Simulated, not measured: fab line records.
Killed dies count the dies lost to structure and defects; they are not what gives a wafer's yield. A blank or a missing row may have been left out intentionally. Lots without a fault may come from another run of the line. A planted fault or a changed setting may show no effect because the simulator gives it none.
Which of the tools did it? + flow gf180mcu + 39 wafers from 13 lots sampled at 3 of the route's 602 steps

## WHAT EACH GAUGE READ, for each wafer
GF_CONTACT_THK_MEAS_01. Usual: CONTACT_CVD_00_THK gives 299.4 nm (standard deviation 2.9).
| lot  | measured     | on           | CONTACT_CVD_00_THK (nm) | flag |
|------|--------------|--------------|-------------------------|------|
| L592 | day 15 02:56 | filmMetro-02 | 303.4 296.8 296.2       |      |
| L593 | day 15 08:52 | filmMetro-02 | 301.7 303.3 303.3       |      |
| L594 | day 15 17:40 | filmMetro-02 | 295.6 297.8 302.4       |      |
| L595 | day 16 06:24 | filmMetro-03 | 300.5 302.2 300.4       |      |
| L596 | day 16 16:44 | filmMetro-02 | 297.2 295.4 295.8       |      |
| L597 | day 16 23:18 | filmMetro-02 | 305.4 301.2 300.5       |      |
| L598 | day 17 08:49 | filmMetro-03 | 299.1 295.9 299.2       |      |
| L600 | day 18 02:28 | filmMetro-04 | 298.8 297.9 297.5       |      |
| L603 | day 19 04:59 | filmMetro-04 | 300.5 299.7 298.2       |      |
| L606 | day 20 02:22 | filmMetro-02 | 297.9 296.1 295.3       |      |
| L607 | day 20 17:34 | filmMetro-03 | 299.8 298.5 297.6       |      |
| L609 | day 21 08:10 | filmMetro-04 | 302.8 301.2 299.6       |      |
| L614 | day 23 00:43 | filmMetro-04 | 301.0 297.6 302.5       |      |

GF_V1_THK_MEAS_01. Usual: V1_CVD_00_THK gives 597 nm (standard deviation 6.9).
| lot  | measured     | on           | V1_CVD_00_THK (nm) | flag |
|------|--------------|--------------|--------------------|------|
| L592 | day 17 01:55 | filmMetro-04 | 613 606 601        |      |
| L593 | day 17 08:19 | filmMetro-04 | 605 595 602        |      |
| L594 | day 17 20:26 | filmMetro-01 | 593 592 593        |      |
| L595 | day 18 07:22 | filmMetro-04 | 601 593 605        |      |
| L596 | day 18 20:29 | filmMetro-03 | 597 595 601        |      |
| L597 | day 19 01:06 | filmMetro-04 | 587 594 594        |      |
| L598 | day 19 11:49 | filmMetro-01 | 604 591 590        |      |
| L600 | day 20 04:53 | filmMetro-03 | 595 589 598        |      |
| L603 | day 21 08:41 | filmMetro-04 | 600 592 599        |      |
| L606 | day 22 05:49 | filmMetro-01 | 584 595 592        |      |
| L607 | day 22 20:47 | filmMetro-03 | 592 592 588        |      |
| L609 | day 23 09:57 | filmMetro-01 | 598 595 593        |      |
| L614 | day 25 01:25 | filmMetro-01 | 591 592 585        |      |

GF_V1_THK_MEAS_03. Usual: V1_CVD_02_THK gives 845 nm (standard deviation 12).
| lot  | measured     | on           | V1_CVD_02_THK (nm) | flag |
|------|--------------|--------------|--------------------|------|
| L592 | day 17 02:03 | filmMetro-01 | 828 849 864        |      |
| L593 | day 17 08:26 | filmMetro-03 | 841 833 853        |      |
| L594 | day 17 20:34 | filmMetro-03 | 854 848 856        |      |
| L595 | day 18 07:30 | filmMetro-01 | 866 865 846        |      |
| L596 | day 18 20:37 | filmMetro-01 | 839 844 840        |      |
| L597 | day 19 01:14 | filmMetro-04 | 835 848 839        |      |
| L598 | day 19 11:57 | filmMetro-04 | 863 864 861        |      |
| L600 | day 20 05:01 | filmMetro-01 | 848 862 851        |      |
| L603 | day 21 08:49 | filmMetro-01 | 851 844 863        |      |
| L606 | day 22 05:57 | filmMetro-03 | 829 836 835        |      |
| L607 | day 22 20:55 | filmMetro-01 | 832 828 839        |      |
| L609 | day 23 10:05 | filmMetro-04 | 850 861 851        |      |
| L614 | day 25 01:32 | filmMetro-01 | 846 842 862        |      |

## WHICH TOOL RAN EACH LOT (tool, then ch and the chambers of the sampled wafers, then the start)
The record shows no process step preceding these readings.

## WHAT THE TOOLS THEMSELVES READ (means of the sampled wafers that have a number; where no wafer has one, the mark that the record gives instead)
The record holds no such reading with a usual standard deviation.

## THE ANSWER, worked out from the rows above alone
Rule: a lot counts as off when the mean over its wafers that have a number is more than 3 standard deviations away from the usual mean. Also off: a lot with no number at a reading for which 4 or more lots have one. All remaining lots with rows at the step are treated as sound. First the gauges in route order, then the tools' own readings, where a lot's mean is used as printed above. The first step at which some lot is off is used, and at that step the reading that is off furthest; a lot without a number counts as furthest.
None of the lots is off at any reading shown; this tells nothing.

## WHAT HAD BEEN PUT IN BY THE SIMULATOR
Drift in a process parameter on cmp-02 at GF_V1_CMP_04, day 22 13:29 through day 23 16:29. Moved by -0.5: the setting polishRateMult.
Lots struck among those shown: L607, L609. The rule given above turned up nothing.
